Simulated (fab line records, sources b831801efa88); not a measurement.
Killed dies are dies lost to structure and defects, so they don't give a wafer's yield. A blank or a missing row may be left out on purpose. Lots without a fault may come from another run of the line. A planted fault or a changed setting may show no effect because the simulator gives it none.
A struck lot beside a sound one | flow sfq_line | 19 steps out of a route of 325
Sound: wafers L111.2, L111.4, L111.5. Struck: wafer L102.5. (L102.3, L102.4 of the same lot were not struck and are left out.) The cause comes at the end.
At each step with rows: each side's tool, then ch and its chambers, then its first start. Under that, the readings that differ: sound wafers | struck wafers | difference of the means | sigmas: that difference in standard deviations of wafers without a fault.
alike: readings whose means differ by less than 2 such deviations, and words and numbers that are the same on both sides. not compared: withheld readings, readings that some wafer has no value for, bounds like >300 that may hide the same value, and numbers for which the record gives no deviation and whose values overlap.
The two part at a step that has a row with sigmas, a row that says differs or no value, or rows on one side only. Numbers that don't overlap but have no deviation are shown without sigmas and don't part them. A reading that every wafer of one side lacks parts them only if that side has two wafers or more.

SFQ_M6_OVL_MEAS_940:
  sound on overlay-02, day 78 19:04; struck on overlay-01, day 75 21:33
  alike: M6_OVL
SFQ_TRILAYER_M6_BARC_OPEN_METAL_ETCH_206: etches BARC in O2, target depth 125 nm, time 41.7 s.
  sound on rie_metal-01 ch 0,1, day 78 19:06; struck on rie_metal-01 ch 0, day 75 21:36
  reading               | sound             | struck | difference | sigmas
  oes_product_au (a.u.) | 0.689 0.688 0.683 | 0.677  | -0.010     | -2
  alike: chamber_pressure_mTorr, drypump_motor_current_A
  not compared: rf_hours_counter_h
SFQ_TRILAYER_M6_ETCH_METAL_ETCH_162: etches Nb in Cl2/Ar, stops on SiO2, target depth 240 nm, time 120 s.
  sound on rie_metal-01 ch 0,1, day 78 19:10; struck on rie_metal-01 ch 0, day 75 21:41
  alike: chamber_pressure_mTorr, drypump_motor_current_A, oes_product_au
  not compared: rf_hours_counter_h
SFQ_TRILAYER_M6_STRIP_STRIP_163: strips in O2.
  sound on rie_metal-01 ch 0,1, day 78 19:17; struck on rie_metal-01 ch 0, day 75 21:58
  alike: chamber_pressure_mTorr, drypump_motor_current_A, oes_product_au
  not compared: rf_hours_counter_h
then, 1 step without rows for these wafers: SFQ_TRILAYER_M6_STRIP_SOLV_CLEAN_164 (cleans in NMP, time 600 s).
SFQ_TRILAYER_I6_DEP_PECVD_165: deposits SiO2 from SiH4/N2O, time 111.11 s, target thk 500 nm.
  sound on pecvd-03 ch 0,1, day 78 20:14; struck on pecvd-03 ch 1, day 75 22:33
  alike: heater_power_w, throttle_valve_pct
then, 1 step without rows for these wafers: SFQ_TRILAYER_I6_CMP_CMP_166 (polishes SiO2).
SFQ_I6_BOW_MEAS_941:
  sound on film_metro-01, day 79 00:43; struck on film_metro-01, day 76 08:55
  alike: I6_BOW
then, 4 steps without rows for these wafers: SFQ_TRILAYER_I6_METRO_MEASURE_167; SFQ_TRILAYER_I6_VIA_LITHO_COAT_174 (resist thk 62 nm); SFQ_TRILAYER_I6_VIA_LITHO_COAT_169 (resist thk 650 nm); SFQ_TRILAYER_I6_VIA_LITHO_SOFTBAKE_173.
-- the record jumps here: 4 days lie between the struck wafers' starts before and after --
SFQ_TRILAYER_I6_VIA_LITHO_EXPOSE_170: exposes mask I6, target cd 700 nm.
  sound on krf_scanner-01 ch 0, day 82 14:55; struck on krf_scanner-02 ch 0, day 80 09:00
  alike: mask, stage_vel_mm_s
then, 2 steps without rows for these wafers: SFQ_TRILAYER_I6_VIA_LITHO_PEB_172 (peb time 60 s); SFQ_TRILAYER_I6_VIA_LITHO_DEVELOP_171 (time 60 s).
SFQ_I6_OVL_MEAS_942:
  sound on overlay-01, day 82 16:13; struck on overlay-02, day 80 10:07
  reading     | sound     | struck | difference | sigmas
  I6_OVL (nm) | -7 -10 -2 | 8      | +14        | +2
SFQ_TRILAYER_I6_VIA_BARC_OPEN_VIA_ETCH_235: etches BARC in O2, target depth 125 nm, time 41.7 s.
  sound on rie_diel-02 ch 2,3, day 82 16:15; struck on rie_diel-01 ch 1, day 80 10:08
  reading                     | sound         | struck | difference | sigmas
  drypump_motor_current_A (A) | 5.7 6.4 6.5   | 4.9    | -1.3       | -3
  model.I6.cd_nm (nm)         | 700 701.9 701 | 709.1  | +8.1       |
  alike: chamber_pressure_mTorr, oes_product_au
  not compared: rf_hours_counter_h
SFQ_TRILAYER_I6_VIA_ETCH_VIA_ETCH_172: etches SiO2 in CHF3, stops on Nb, target depth 260 nm.
  sound on rie_diel-02 ch 2,3, day 82 16:17; struck on rie_diel-01 ch 1, day 80 10:11
  reading                     | sound             | struck | difference | sigmas
  drypump_motor_current_A (A) | 5.7 6.4 6.4       | 4.9    | -1.3       | -3
  model.I6.cd_nm (nm)         | 698.2 701.8 702.3 | 707.9  | +7.1       |
  alike: chamber_pressure_mTorr, oes_product_au
SFQ_TRILAYER_I6_VIA_STRIP_STRIP_173: strips in O2.
  sound on rie_metal-03 ch 0,1, day 82 16:25; struck on rie_metal-01 ch 0, day 80 10:29
  alike: chamber_pressure_mTorr, drypump_motor_current_A, oes_product_au
  not compared: rf_hours_counter_h

WHERE THEY PART
First at SFQ_TRILAYER_M6_BARC_OPEN_METAL_ETCH_206; last, within this record, at SFQ_TRILAYER_I6_VIA_ETCH_VIA_ETCH_172. Later steps at which nothing parts them and some readings are alike: SFQ_TRILAYER_I6_VIA_STRIP_STRIP_173.

WHY: what the simulator had put in
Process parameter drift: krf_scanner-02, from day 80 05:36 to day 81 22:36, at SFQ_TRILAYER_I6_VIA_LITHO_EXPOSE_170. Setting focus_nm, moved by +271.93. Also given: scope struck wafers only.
